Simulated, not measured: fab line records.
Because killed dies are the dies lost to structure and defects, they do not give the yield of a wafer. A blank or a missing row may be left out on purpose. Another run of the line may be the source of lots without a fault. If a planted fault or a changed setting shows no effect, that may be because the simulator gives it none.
Comparing a struck lot with a sound one ; flow sky130 ; 15 out of 708 route steps
Sound: the wafers L115.1, L115.4, L115.6. The struck wafers were L120.1, L120.2, L120.6. At the end, the cause is stated.
Order at every step that has rows: each side's tool, ch and its chambers, its first start. Under that, the readings that differ: sound wafers ; struck wafers ; difference of the means ; sigmas: that difference in standard deviations of wafers without a fault.
alike: a reading whose means differ by less than 2 such deviations, as well as words and numbers matching on both sides. not compared: withheld readings; readings where some wafer has no value; bounds like >300 that might hide an equal value; numbers whose values overlap and for which the record gives no deviation.
Wherever a step has rows on one side only, a row that says differs or no value, or a row with sigmas, the two part there. Numbers that don't overlap but have no deviation are shown without sigmas and don't part them. A reading that every wafer of one side lacks parts them only if that side has two wafers or more.

SKY_LDD_HVP_OVL_MEAS_07:
  sound: overlay-01 at day 24 01:21; struck: overlay-01 at day 25 08:15
  alike: LDD_HVP_OVL
then, 1 step without rows for these wafers: SKY_LDD_HVP_IMPLANT_08.
SKY_LDD_HVP_STRIP_09: strips in O2/N2.
  sound on plasma_asher-01 ch 0,1, day 24 01:32; struck on plasma_asher-04 ch 0,1, day 25 08:26
  alike: drypump_motor_current_A, oes_product_au, strip_time_to_endpoint_s
  not compared: rf_hours_counter_h
SKY_LDD_HVP_TW_MEAS_10:
  sound: film_metro-01 at day 24 01:38; struck: film_metro-01 at day 25 08:32
  alike: LDD_HVP_TW
then, 7 steps without rows for these wafers: SKY_LDD_LDN_DEHYDRATE_00 (time 60 s); SKY_LDD_LDN_HMDS_01 (prime time 60 s); SKY_LDD_LDN_COAT_02 (resist thk 1140 nm); SKY_LDD_LDN_SOFTBAKE_03 (time 60 s); SKY_LDD_LDN_EXPOSE_04 (exposes mask LDNTM, target cd 700 nm); SKY_LDD_LDN_PEB_05; SKY_LDD_LDN_DEVELOP_06 (develop time 60 s).
SKY_LDD_LDN_OVL_MEAS_07:
  sound: overlay-02 at day 25 06:40; struck: overlay-02 at day 26 12:48
  alike: LDD_LDN_OVL
SKY_LDD_LDN_IMPLANT_08:
  sound on implanter-04 ch 0, day 25 06:43; struck on implanter-04 ch 0, day 26 12:50
reading;sound;struck;difference;sigmas
beam_energy_keV;14.997 14.992 15.002;14.598 14.593 14.595;-0.402;-99 or more
model.implant.drp_nm (nm);5.933 5.933 5.933;5.822 5.822 5.822;-0.111;
  alike: dose_ions_cm2
then, 1 step without rows for these wafers: SKY_LDD_LDN_IMPLANT_09.
SKY_PAD_OPEN_PROBE_99:
  rows exist in the record for the sound wafers here (prober-01, day 47 08:48), none for the struck ones

== WHERE THEY PART ==
Last at SKY_PAD_OPEN_PROBE_99 as far as this record goes, first at SKY_LDD_LDN_IMPLANT_08.

WHY: what the simulator had put in
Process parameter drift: implanter-04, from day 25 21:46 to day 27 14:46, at SKY_LDD_LDN_IMPLANT_08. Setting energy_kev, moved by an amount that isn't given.
